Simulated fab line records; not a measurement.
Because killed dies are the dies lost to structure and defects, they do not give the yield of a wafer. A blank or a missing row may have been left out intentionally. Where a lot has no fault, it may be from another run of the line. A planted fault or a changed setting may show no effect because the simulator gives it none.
A lot that was struck, set against a sound lot / flow sky130 / 28 steps out of a route of 708
Sound: the wafers L860.2, L860.4, L860.6. Wafers L857.1, L857.4, L857.6 were the ones struck. The cause is named last.
At each step with rows: each side's tool, then ch and its chambers, then its first start. Under that, the readings that differ: sound wafers / struck wafers / difference of the means / sigmas: that difference in standard deviations of wafers without a fault.
alike: readings with means less than 2 such deviations apart, plus words and numbers identical on both sides. not compared: withheld readings, readings lacking a value on some wafer, bounds such as >300 that could conceal the same value, and numbers that have no deviation in the record and whose values overlap.
A row with sigmas, a row that says differs or no value, or rows on one side alone: a step with any of these is where the two part. When numbers do not overlap yet have no deviation, they are printed without sigmas and do not part them. A reading that every wafer of one side lacks parts them only if that side has two wafers or more.

first, 8 steps without rows for these wafers: SKY_LOCAL_INTERCONNECT_ETCH_13 (etches BARC in N2/H2, stops on SiO2, time 45.9 s, target depth 60 nm); SKY_LOCAL_INTERCONNECT_METAL_ETCH_14 (etches TiN in Cl2/BCl3, stops on PSG, target depth 110 nm, time 31.4 s); SKY_LOCAL_INTERCONNECT_STRIP_15 (strips in O2/N2); SKY_LOCAL_INTERCONNECT_STRIP_16 (strips in post etch residue remover, time 1200 s); SKY_LOCAL_INTERCONNECT_CLEAN_17 (cleans in IPA, time 180 s); SKY_LOCAL_INTERCONNECT_CLEAN_18 (cleans in O3/DIW); SKY_CONTACT_CVD_00 (deposits Si3N4, target thk 75 nm); SKY_CONTACT_HDPCVD_02 (deposits SiO2, target thk 565 nm, time 94.2 s).
SKY_CONTACT_CMP_04: polishes SiO2.
  sound on cmp-02 ch 0,2,3, day 34 22:46; struck on cmp-01 ch 0,2, day 34 01:22
reading=head-pressure-psi (psi); sound=3.994 4.006 3.999; struck=1.760 1.756 1.751; difference=-2.244; sigmas=-99 or more
reading=motor-current-A (A); sound=11.4 10.7 9.8; struck=6.7 6.6 7.2; difference=-3.8; sigmas=-4
reading=time-to-endpoint-s (s); sound=81 85 84; struck=107 108 106; difference=+24; sigmas=+7
reading=model.SiO2_of_CONTACT_HDPCVD_02.thk-nm (nm); sound=339.7 340.3 341.3; struck=436.6 437.3 433.4; difference=+95.3; sigmas=
then, 9 steps without rows for these wafers: SKY_CONTACT_DEHYDRATE_06 (time 60 s); SKY_CONTACT_HMDS_07 (prime time 60 s); SKY_CONTACT_COAT_08 (resist thk 60 nm); SKY_CONTACT_COAT_09 (resist thk 450 nm); SKY_CONTACT_SOFTBAKE_10 (time 90 s); SKY_CONTACT_EXPOSE_11 (exposes mask CTM1, target cd 170 nm); SKY_CONTACT_PEB_12; SKY_CONTACT_DEVELOP_13 (develop time 60 s); SKY_CONTACT_ETCH_16 (etches BARC in N2/H2, stops on SiO2, time 45.9 s, target depth 60 nm).
SKY_CONTACT_ETCH_17: etches SiO2 in C4F8/O2/Ar, stops on Si3N4, target depth 340 nm.
  sound on rie-diel-04 ch 1,2,3, day 36 01:49; struck on rie-diel-04 ch 0,1,3, day 35 03:40
reading=oes-product-au (a.u.); sound=0.900 0.886 0.891; struck=1.016 1.007 0.982; difference=+0.109; sigmas=+23
reading=model.CONTACT.feature-depth-nm (nm); sound=339.7 340.3 341.3; struck=418.4 413.5 401.8; difference=+70.8; sigmas=
reading=model.etch.depth-nm (nm); sound=339.7 340.3 341.3; struck=418.4 413.5 401.8; difference=+70.8; sigmas=
then, 7 steps without rows for these wafers: SKY_CONTACT_ETCH_18 (etches Si3N4 in CHF3/O2, stops on TiN, time 39 s, target depth 75 nm); SKY_CONTACT_STRIP_19 (strips in O2/N2); SKY_CONTACT_STRIP_20 (strips in post etch residue remover, time 1200 s); SKY_CONTACT_CLEAN_21 (cleans in IPA, time 180 s); SKY_CONTACT_CLEAN_22 (cleans in O3/DIW); SKY_CONTACT_SPUTTER_23 (material TiN, target thk 20 nm, time 80 s); SKY_CONTACT_CVD_24 (deposits W, target thk 340 nm, time 102.12 s).
SKY_CONTACT_CMP_27: polishes, stops on SiO2, t overpolish 15 s, target thk 0 nm.
  sound on cmp-02 ch 0,1,2, day 36 02:55; struck on cmp-01 ch 0,2,3, day 35 04:49
reading=model.SiO2_of_CONTACT_HDPCVD_02.thk-nm (nm); sound=336.5 337.1 338.1; struck=433.4 434.1 430.3; difference=+95.4; sigmas=
  alike: head-pressure-psi, motor-current-A
-- the record jumps here: 13 days lie between the struck wafers' starts before and after (it left off in module CONTACT and takes up again in module PAD_OPEN, whose first step shown is number 708 of the route) --
SKY_PAD_OPEN_PROBE_99:
  record: rows for the struck wafers here (prober-01, day 48 16:46), none for the sound ones

## WHERE THEY PART
Last at SKY_PAD_OPEN_PROBE_99 as far as this record goes, first at SKY_CONTACT_CMP_04.

WHY: what had been put in by the simulator
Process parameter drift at SKY_CONTACT_CMP_04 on cmp-01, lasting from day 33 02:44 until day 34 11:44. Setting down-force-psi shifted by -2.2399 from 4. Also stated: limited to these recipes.
